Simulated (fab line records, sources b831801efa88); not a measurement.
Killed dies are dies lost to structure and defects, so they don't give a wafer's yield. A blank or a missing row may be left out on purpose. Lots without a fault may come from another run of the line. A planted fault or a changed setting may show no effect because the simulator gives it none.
A struck lot beside a sound one | flow sky130 | 15 steps out of a route of 708
Sound: wafers L163.1, L163.3, L163.6. Struck: wafers L156.2, L156.3, L156.6. The cause comes at the end.
At each step with rows: each side's tool, then ch and its chambers, then its first start. Under that, the readings that differ: sound wafers | struck wafers | difference of the means | sigmas: that difference in standard deviations of wafers without a fault.
alike: readings whose means differ by less than 2 such deviations, and words and numbers that are the same on both sides. not compared: withheld readings, readings that some wafer has no value for, bounds like >300 that may hide the same value, and numbers for which the record gives no deviation and whose values overlap.
The two part at a step that has a row with sigmas, a row that says differs or no value, or rows on one side only. Numbers that don't overlap but have no deviation are shown without sigmas and don't part them. A reading that every wafer of one side lacks parts them only if that side has two wafers or more.

first, 1 step without rows for these wafers: SKY_GATE_OXIDE_OXIDATION_01 (stabilise 600 s, purge 300 s, target thk 10.268 nm).
SKY_GATE_OXIDE_THK_MEAS_02:
  sound on film_metro-02, day 13 18:49; struck on film_metro-01, day 12 00:59
  alike: GATE_OXIDE_OXIDATION_00_THK
then, 7 steps without rows for these wafers: SKY_GATE_OXIDE_DEHYDRATE_03 (time 60 s); SKY_GATE_OXIDE_HMDS_04 (prime time 60 s); SKY_GATE_OXIDE_COAT_05 (resist thk 1140 nm); SKY_GATE_OXIDE_SOFTBAKE_06 (time 60 s); SKY_GATE_OXIDE_EXPOSE_07 (exposes mask LVOM, target cd 600 nm); SKY_GATE_OXIDE_PEB_08; SKY_GATE_OXIDE_DEVELOP_09 (develop time 60 s).
SKY_GATE_OXIDE_OVL_MEAS_10:
  sound on overlay-02, day 14 19:43; struck on overlay-01, day 13 00:47
  reading             | sound          | struck      | difference | sigmas
  GATE_OXIDE_OVL (nm) | -3.7 -2.3 -2.8 | 1.6 1.1 0.6 | +4.0       | +3
then, 2 steps without rows for these wafers: SKY_GATE_OXIDE_IMPLANT_11; SKY_GATE_OXIDE_WET_ETCH_12 (etches SiO2 in dHF, target depth 16.8 nm, time 336 s).
SKY_GATE_OXIDE_STRIP_13: strips in O2/N2.
  sound on plasma_asher-02 ch 0,1, day 14 20:00; struck on plasma_asher-02 ch 0,1, day 13 01:04
  no value came back on the struck wafers for any of 5 readings (chamber_pressure_mTorr (mTorr), drypump_motor_current_A (A) and others); on the sound wafers chamber_pressure_mTorr (mTorr) reads 1499.8 1502.9 1499.3
  reading                                         | sound | struck         | difference | sigmas
  model.NOVOLAK_of_GATE_OXIDE_COAT_05.thk_nm (nm) | 0 0 0 | 1142 1137 1141 | +1140      |
  not compared: rf_hours_counter_h
SKY_GATE_OXIDE_TW_MEAS_14:
  sound on film_metro-03, day 14 20:06; struck on film_metro-01, day 13 01:11
  alike: GATE_OXIDE_TW
-- the record jumps here: 32 days lie between the struck wafers' starts before and after (it left off in module GATE_OXIDE and takes up again in module PAD_OPEN, whose first step shown is number 708 of the route) --
SKY_PAD_OPEN_PROBE_99:
  sound on prober-01, day 46 10:19; struck on prober-01, day 45 05:02
  reading             | sound    | struck      | difference | sigmas
  killed_at_front_end | 10 11 22 | 433 427 429 | +415       | +90
  killed_dies         | 76 73 88 | 492 492 492 | +413       | +44
  killed_on_rim       | 17 18 17 | 96 96 96    | +79        | +20
  alike: killed_at_M0_to_M3, killed_at_M4_up, killed_at_contacts, killed_at_other, killed_open, killed_short

WHERE THEY PART
First at SKY_GATE_OXIDE_OVL_MEAS_10; last, within this record, at SKY_PAD_OPEN_PROBE_99.

WHY: what the simulator had put in
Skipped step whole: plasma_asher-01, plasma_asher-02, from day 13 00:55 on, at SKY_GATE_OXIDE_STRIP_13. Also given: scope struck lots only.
